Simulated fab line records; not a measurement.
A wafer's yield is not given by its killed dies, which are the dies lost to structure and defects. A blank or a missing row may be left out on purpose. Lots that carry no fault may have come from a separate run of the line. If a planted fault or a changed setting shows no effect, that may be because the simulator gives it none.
fab line records -- flow sky130
record: lots: 4, wafers: 12, last-day: 49
route steps=708 shown METAL1@448 VIA1@458 METAL2@483 PAD_OPEN@708
lots with no fault: from the same line, run without faults
start-h: hours from the record's opening day to when the first of the lot's shown wafers began -- wait-h: hours from the lot's prior step to this one -- " identical to the entry in the row above -- L1.1+2: several wafers, shown together as one row -- - no value, or no start given -- * or withheld: withheld -- < > ~ a bound
route shown NAME@n: NAME is a module with steps in the file, n the number in the route of the first one -- usual: mean and standard deviation over wafers with no fault -- same: alike in all rows -- chamber/n: place in a boat -- sites: the reading at each site -- _std_site: the standard deviation of these -- _edge_site: outer sites' mean less inner sites' -- radius-mm: how far each site lies from the wafer's centre -- mask NAME#n: copy n -- behind: tool/chamber where the wafer was last shaped -- hold: what put the lot on hold/how long, in hours/how the hold closed -- device: whichever transistor did not switch (one of n, p or np) -- end of line: the route-end tests of the same wafers -- a step with no rows: only its recipe -- killed: dies lost to structure and defects at the first sort, not the wafer's yield -- map: shows each die of a wafer: x if killed, . if not, _ if none is there
set.NAME: the run value of the setting; set.NAME@STEP: its run value at that earlier step -- model.NAME: the simulator's own value behind a step, which no gauge read
a table for each step, a row for each wafer; lots at some steps of the route
services: from which hour (start-h, from the record's first day; less than 0 if before it) a tool's chamber was out of use, for how many hours, and why
== steps ==
step: SKY_METAL1_DEVELOP_14
recipe: develop-time-s: 60, resist: KrF-thick, dev-temp-c: 21
step: SKY_METAL1_DESCUM_17
recipe: chemistry: O2, source-power-w: 150, bias-power-w: 0, pressure-mtorr: 10, temp-c: 40, time-s: 8
step: SKY_METAL1_ETCH_18
recipe: chemistry: N2/H2, target: BARC, ion-energy-ev: 200, bias-w: 100, pressure-mtorr: 30, n2-flow-sccm: 100, h2-flow-sccm: 200, icp-w: 500, stop-on: SiO2, time-s: 45.9, target-depth-a: 600
step: SKY_METAL1_METAL_ETCH_19
recipe: target-depth-a: 3600, stop-on: SiO2, over-etch-frac: 0.3, time-s: 78, chemistry: Cl2/BCl3, resist-sidewall-deg: 88, pressure-mtorr: 10, icp-w: 900, bias-w: 50.41, Cl2_flow_sccm: 60, bcl3-flow-sccm: 30
step: SKY_METAL1_STRIP_20
recipe: chemistry: O2/N2, power-w: 1400, pressure-mtorr: 1500, platen-temp-c: withheld, o2-flow-sccm: 3000, n2-flow-sccm: 300, overash-fraction: 0.5
step: SKY_METAL1_STRIP_21
recipe: chemistry: post-etch-residue-remover, time-s: 1200, temp-c: 72.5
step: SKY_METAL1_CLEAN_22
recipe: chemistry: IPA, time-s: 180, temp-c: 25
step: SKY_METAL1_CLEAN_23
recipe: chemistry: O3/DIW, dry: n2-spin
step: SKY_VIA1_HDPCVD_00
recipe: material: SiO2, target-thk-nm: 1030, sigma-open-frac: 0.3, time-s: 171.7, temp-c: 400, sih4-flow-sccm: 60, pressure-mtorr: 6
step: SKY_VIA1_CMP_02
recipe: material: SiO2, down-force-psi: 4, platen-rpm: 60, pad-velocity-m-s: 0.94248
usual: motor-current-A: 12.4/0.89, retaining-ring-pressure-frac: 1.000/0.0052
lot.wafer,tool,chamber,start-h,wait-h,motor-current-A,retaining-ring-pressure-frac
L913.2,cmp-01,2,777.52,0.1,12.1,1.004
L913.4,cmp-01,3,777.52,0.1,12.2,0.996
L913.3,cmp-01,0,777.52,0.1,12.5,0.998
L923.3,cmp-02,3,852.17,0.0,13.4,1.003
L923.2,cmp-02,0,852.17,0.0,12.0,0.997
L923.4,cmp-02,2,852.17,0.0,13.3,1.003
L929.2,cmp-01,2,897.28,0.1,12.4,0.997
L929.4,cmp-01,0,897.28,0.1,11.7,1.007
L929.5,cmp-01,2,897.28,0.1,12.4,0.991
L930.1,cmp-01,0,897.72,0.1,11.7,0.996
L930.4,cmp-01,2,897.72,0.1,12.4,0.994
L930.2,cmp-01,3,897.72,0.1,12.5,0.990
step: SKY_VIA1_DEHYDRATE_04
recipe: temp-c: 200, time-s: 60
step: SKY_VIA1_HMDS_05
recipe: prime-time-s: 60, prime-temp-c: 120
step: SKY_VIA1_COAT_06
recipe: resist: BARC, temp-c: withheld, time-s: withheld, spin-rpm: 3000, resist-thk-nm: 60
step: SKY_VIA1_COAT_07
recipe: resist: KrF-thick, spin-rpm: 3000, resist-thk-nm: 450
step: SKY_VIA1_SOFTBAKE_08
recipe: temp-c: 100, time-s: 90, resist: KrF-thick
step: SKY_VIA1_EXPOSE_09
recipe: mask-id: VIM, na: 0.8, source-shape: annular, sigma-inner: 0.55, sigma-outer: 0.85, target-cd-nm: 150, dose-mj: 38
step: SKY_VIA1_PEB_10
recipe: peb-temp-c: withheld, peb-time-s: withheld, resist: KrF-thick
step: SKY_VIA1_DEVELOP_11
recipe: develop-time-s: 60, resist: KrF-thick, dev-temp-c: 21
step: SKY_VIA1_ETCH_14
recipe: chemistry: N2/H2, target: BARC, ion-energy-ev: 200, source-w: 500, bias-w: 100, pressure-mtorr: 30, n2-flow-sccm: 100, h2-flow-sccm: 200, stop-on: SiO2, time-s: 45.9, target-depth-a: 600
step: SKY_VIA1_ETCH_15
recipe: target: SiO2, chemistry: C4F8/O2/Ar, target-depth-nm: 351, stop-on: TiN, mask-material: KrF-thick, source-w: 1500, bias-w: 1200, pressure-mtorr: 40, c4f8-flow-sccm: withheld, O2_flow_sccm: 6, Ar_flow_sccm: 300, time-s: 54
step: SKY_VIA1_STRIP_16
recipe: chemistry: O2/N2, power-w: 1400, pressure-mtorr: 1500, platen-temp-c: withheld, o2-flow-sccm: 3000, n2-flow-sccm: 300, overash-fraction: 0.5
step: SKY_VIA1_STRIP_17
recipe: chemistry: post-etch-residue-remover, time-s: 1200, temp-c: 72.5
step: SKY_VIA1_CLEAN_18
recipe: chemistry: IPA, time-s: 180, temp-c: 25
step: SKY_VIA1_CLEAN_19
recipe: chemistry: O3/DIW, dry: n2-spin
step: SKY_VIA1_SPUTTER_20
recipe: material: TiN, target-thk-nm: 20, chamber-pressure-pa: 5, power-w: 4000, time-s: 80
step: SKY_VIA1_CVD_21
recipe: material: W, target-thk-nm: 270, time-s: 80.902, temp-c: 400, pressure-torr: 40
step: SKY_VIA1_CMP_24
recipe: stop-on: SiO2, t-overpolish-s: 15, down-force-psi: 3.5, platen-rpm: 60, target-thk-nm: 0, pad-velocity-m-s: 0.94248
step: SKY_METAL2_SPUTTER_00
recipe: material: Ti, target-thk-nm: 15, power-w: 3000, time-s: 10, chamber-pressure-pa: 0.4
step: SKY_METAL2_SPUTTER_01
recipe: material: TiN, target-thk-nm: 20, power-w: 6500, time-s: 16.7, chamber-pressure-pa: 0.4
step: SKY_METAL2_SPUTTER_02
recipe: material: AlCu, target-thk-nm: 250, power-w: 10600, time-s: 13.3, chamber-pressure-pa: 0.4
step: SKY_METAL2_SPUTTER_03
recipe: material: Ti, target-thk-nm: 5, power-w: 3000, time-s: 3.3, chamber-pressure-pa: 0.4
step: SKY_METAL2_SPUTTER_04
recipe: material: TiN, target-thk-nm: 70, power-w: 6500, time-s: 55.43, chamber-pressure-pa: 0.4
step: SKY_PAD_OPEN_PROBE_99
usual: defect-limited-yield: 82.9/1.8, killed_at_M0_to_M3: 42/7.2, killed_at_M4_up: 3.2/1.8, killed-at-contacts: 24/5.4, killed-at-front-end: 15/4, killed-at-other: 0.3/0.59, killed-dies: 84/9, killed-on-rim: 17/3.3, killed-open: 46/7.1, killed-short: 38/6, sort_bin_3_pad_short: 0.8/0.41, sort_bin_5_function: 10.1/1.3, sort_bin_6_memory: 6.3/1.2, sort-n-pass: 408/9, sort-yield-pct: 82.9/1.8
same: gross-dies: 492, killed-at-back-side: 0, sort_bin_4_leakage[%]: 0, sort_bin_8_speed[%]: 0
lot.wafer,tool,chamber,start-h,wait-h,hold,defect-limited-yield[%],killed_at_M0_to_M3,killed_at_M4_up,killed-at-contacts,killed-at-front-end,killed-at-other,killed-dies,killed-on-rim,killed-open,killed-short,sort_bin_3_pad_short[%],sort_bin_5_function[%],sort_bin_6_memory[%],sort-n-pass,sort-yield-pct[%],model.etest.tester.sort-n-pass,model.etest.tester.sort-yield-pct,model.etest.tester.sort_bin_5_pct,model.etest.tester.sort_bin_6_pct,model.etest.tester.sort_bin_3_pct
L913.2,prober-01,-,1087.50,0.1,-,82.3,47,2,22,15,1,87,19,44,42,1.0,11.0,5.7,405,82.3,405,82.32,10.98,5.691,1.016
L913.3,prober-01,-,1087.55,0.2,-,82.1,31,3,33,21,0,88,14,55,33,1.0,10.8,6.1,404,82.1,404,82.11,10.77,6.098,1.016
L913.4,prober-01,-,1087.60,0.2,-,84.8,38,5,18,14,0,75,13,33,42,2.0,7.7,5.5,417,84.8,417,84.76,7.724,5.488,2.033
L923.2,prober-01,-,1145.98,0.1,-,87.8,31,2,14,12,1,60,14,31,29,0.8,6.9,4.5,432,87.8,432,87.8,6.911,4.472,0.813
L923.3,prober-01,-,1146.03,0.2,-,83.5,38,4,22,17,0,81,18,44,37,0,11.0,5.5,411,83.5,411,83.54,10.98,5.488,0
L923.4,prober-01,-,1146.08,0.2,-,83.3,43,1,21,16,1,82,13,44,38,1.2,10.6,4.9,410,83.3,410,83.33,10.57,4.878,1.22
L929.2,prober-01,-,1173.85,0.1,await-dispo/1.8h/release,27.8,327,0,18,10,0,355,61,28,25,8.3,49.2,14.6,137,27.8,137,27.85,49.19,14.63,8.333
L929.4,prober-01,-,1173.95,0.2,await-dispo/1.8h/release,24.0,343,4,17,10,0,374,72,30,21,5.9,53.3,16.9,118,24.0,118,23.98,53.25,16.87,5.894
L929.5,prober-01,-,1174.00,0.2,await-dispo/1.8h/release,26.0,333,2,18,11,0,364,75,28,25,6.7,52.0,15.2,128,26.0,128,26.02,52.03,15.24,6.707
L930.1,prober-02,-,1176.08,0.1,await-dispo/3.4h/release,27.0,338,3,11,7,0,359,73,26,23,5.9,49.0,18.1,133,27.0,133,27.03,48.98,18.09,5.894
L930.2,prober-02,-,1176.13,0.1,await-dispo/3.4h/release,24.0,351,0,11,12,0,374,76,34,23,7.1,50.6,18.3,118,24.0,118,23.98,50.61,18.29,7.114
L930.4,prober-02,-,1176.23,0.2,await-dispo/3.4h/release,25.4,340,0,19,7,1,367,76,31,25,6.3,52.6,15.7,125,25.4,125,25.41,52.64,15.65,6.301
killed by level:class
L913.2 VIA1:geometric-particle:open=12 CONTACT:geometric-particle:open=10 VIA2:geometric-particle:open=6 FIELD_ISO:geometric-particle:open=5 LOCAL_INTERCONNECT:geometric-particle:short=5 METAL2:geometric-particle:short=5 METAL3:geometric-particle:short=5 VIA3:geometric-particle:short=5
L913.3 CONTACT:geometric-particle:open=14 POLY_GATE:geometric-particle:open=8 LI_CONTACT:geometric-particle:open=8 VIA1:geometric-particle:open=7 VIA3:geometric-particle:open=6 POLY_GATE:geometric-particle:short=5 LI_CONTACT:geometric-particle:short=4 FIELD_ISO:geometric-particle:short=3
L913.4 VIA1:geometric-particle:open=8 CONTACT:geometric-particle:short=6 CONTACT:geometric-particle:open=6 VIA1:geometric-particle:short=5 METAL4:geometric-particle:short=5 FIELD_ISO:geometric-particle:short=4 POLY_GATE:geometric-particle:open=4 LI_CONTACT:geometric-particle:short=4
L923.2 METAL1:geometric-particle:short=8 CONTACT:geometric-particle:open=7 VIA2:geometric-particle:open=5 VIA1:geometric-particle:open=5 VIA3:geometric-particle:open=5 POLY_GATE:geometric-particle:short=4 FIELD_ISO:geometric-particle:short=3 METAL3:geometric-particle:short=3
L923.3 VIA1:geometric-particle:open=14 FIELD_ISO:geometric-particle:open=7 CONTACT:geometric-particle:open=7 FIELD_ISO:geometric-particle:short=6 LI_CONTACT:geometric-particle:open=5 LOCAL_INTERCONNECT:geometric-particle:short=4 METAL1:geometric-particle:short=4 METAL2:geometric-particle:short=4
L923.4 VIA1:geometric-particle:open=15 CONTACT:geometric-particle:open=11 FIELD_ISO:geometric-particle:short=7 VIA1:geometric-particle:short=6 POLY_GATE:geometric-particle:short=4 VIA2:geometric-particle:short=4 VIA2:geometric-particle:open=4 VIA3:geometric-particle:open=4
L929.2 VIA1:unspecified=302 CONTACT:geometric-particle:short=6 METAL2:geometric-particle:short=6 CONTACT:geometric-particle:open=5 VIA3:geometric-particle:open=5 LI_CONTACT:geometric-particle:open=4 VIA2:geometric-particle:open=4 VIA1:geometric-particle:open=4
L929.4 VIA1:unspecified=323 LI_CONTACT:geometric-particle:open=6 FIELD_ISO:geometric-particle:open=5 VIA1:geometric-particle:open=5 LOCAL_INTERCONNECT:geometric-particle:short=4 VIA2:geometric-particle:open=4 CONTACT:geometric-particle:open=3 METAL4:geometric-particle:short=3
L929.5 VIA1:unspecified=311 VIA2:geometric-particle:open=6 LI_CONTACT:geometric-particle:open=5 LOCAL_INTERCONNECT:geometric-particle:short=5 CONTACT:geometric-particle:short=5 SPACER:geometric-particle:open=4 VIA1:geometric-particle:open=4 FIELD_ISO:geometric-particle:short=3
L930.1 VIA1:unspecified=310 VIA1:geometric-particle:open=7 VIA3:geometric-particle:open=6 POLY_GATE:geometric-particle:short=3 LI_CONTACT:geometric-particle:short=3 CONTACT:geometric-particle:short=3 CONTACT:geometric-particle:open=3 METAL1:geometric-particle:short=3
L930.2 VIA1:unspecified=317 VIA1:geometric-particle:open=9 FIELD_ISO:geometric-particle:short=4 LI_CONTACT:geometric-particle:open=4 CONTACT:geometric-particle:open=4 VIA3:geometric-particle:open=4 METAL1:geometric-particle:short=3 VIA1:geometric-particle:short=3
L930.4 VIA1:unspecified=311 VIA1:geometric-particle:open=9 LI_CONTACT:geometric-particle:open=6 CONTACT:geometric-particle:open=5 LOCAL_INTERCONNECT:geometric-particle:short=4 FIELD_ISO:geometric-particle:short=3 VIA3:geometric-particle:open=3 METAL1:geometric-particle:short=3
map L929.4 (x killed, . not)
__________xxx.xxxx.x_________
________xxx.xxx.xx..xx_______
______xxxx.xxxxxxx.xxxxx_____
_____xxxx..x..xxx....xxxx____
____..xxxxxxxxx.xxxx.xxx.x___
___.xxx..xxxx.xx.x.xx.xxxxx__
__xxxxxxxxxxx..x.xx..xxx.x.x_
_x..x.xx..xxxx.xxxxxxxxxx.x.x
_..xx.xxxxxxx.x.xxxxxxxxxxxxx
_.xxxxxx.xxx.xxxxx.xxxxx.xx.x
_..x.xxxx.x.xxxx.x.xxxxxxxxx.
_xxx.xxxxxxxxx...xx..xxxxxxx.
_xxxxx.xxxxxx.xxx..xxxxx.xxxx
_xxxxxx.xxxxxxx.x.xxxx.x.xxxx
_xxxx.xxxxxxxxxxxx.xx.x.xx.x.
__....xx.x.xx.x.x.x..xxxxxxx_
___xxxx.x.xx.x....xxxxxxxx.__
____xxx.xxxxxxx.xxxx...x..___
_____xxx..x.xxxxxxxxxxxxx____
______xxxxxxxxxxxx.xxxxx_____
________.x.xxxxxxxxxxx_______
__________xxxxxxxx.x_________
map L930.2 (x killed, . not)
__________xxxxxxxxxx_________
________.x.x.xxxx..xxx_______
______.xxx.xxxxxxxx...xx_____
_____xxxxxx.x..x.x.x.xxxx____
____xxxx.xxxxxx.xxxxxxx.x.___
___.xxxxx.xxxxx..xxxxxxx...__
__x.xx.xxx.xxx.xx.xxx.xxx.xx_
_.x.xxxx....xxx..xxxxxx.xxxx.
_xx.x.x.xxxx.xxxxxx..xxxxxxx.
_xxxx.xxxxxxxxxx.xxxxx..xx.x.
_..xxx.xx.x.xx.xx.xx.xx.xxxxx
_xx..xxxxx.xxx.xxxxx.xxxxxx.x
_xxxxxxxxxxxxxx.xxx.xxx.xx..x
_x.xxxx.xxx.x.xxxx....x.x...x
_xxxx.xxxxxxxxxx..x.xxxxxx.xx
__xxxxxxxxxxxxx.xxx.xxxx.xxx_
___xx.x.xxxxxx.xx.xx.x.xx.x__
____xxxxx.xxx.xxx.xxx.xxxx___
_____xxx.xxxxxxx.xxx.xxxx____
______xxxx.xxxxxxxxxxxxx_____
________xxxxxxx.xxxxxx_______
__________.xx.x...xx_________
== services ==
tool,chamber,start-h,hours,kind
cmp-02,-,782.34,1.4,repair
cmp-01,-,783.59,2.2,repair
cmp-01,-,785.07,1.1,repair
cmp-01,-,853.73,3.5,repair
cmp-01,-,866.12,0.4,repair
cmp-02,-,875.91,3.8,pm
== key ==
first-sign: step: SKY_PAD_OPEN_PROBE_99, reading: killed_at_M0_to_M3, direction: up, sigmas: 41, usual: 42, struck: 339
effect: step: SKY_PAD_OPEN_PROBE_99, reading: defect-limited-yield, direction: down, sigmas: 31, usual: 82.9, struck: 25.7
model-effect: step: SKY_PAD_OPEN_PROBE_99, value: etest.tester.sort-n-pass, without: 409.2, struck: 126.5
met-at SKY_VIA1_CMP_02
struck-wafers L929.2,L929.4,L929.5,L930.1,L930.2,L930.4
also-fits time
fault: kind: chamber-particle-source, tool: cmp-01, chamber: -, onset-h: 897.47, steps: SKY_VIA1_CMP_02, rate-per-visit-cm2: 2.1156
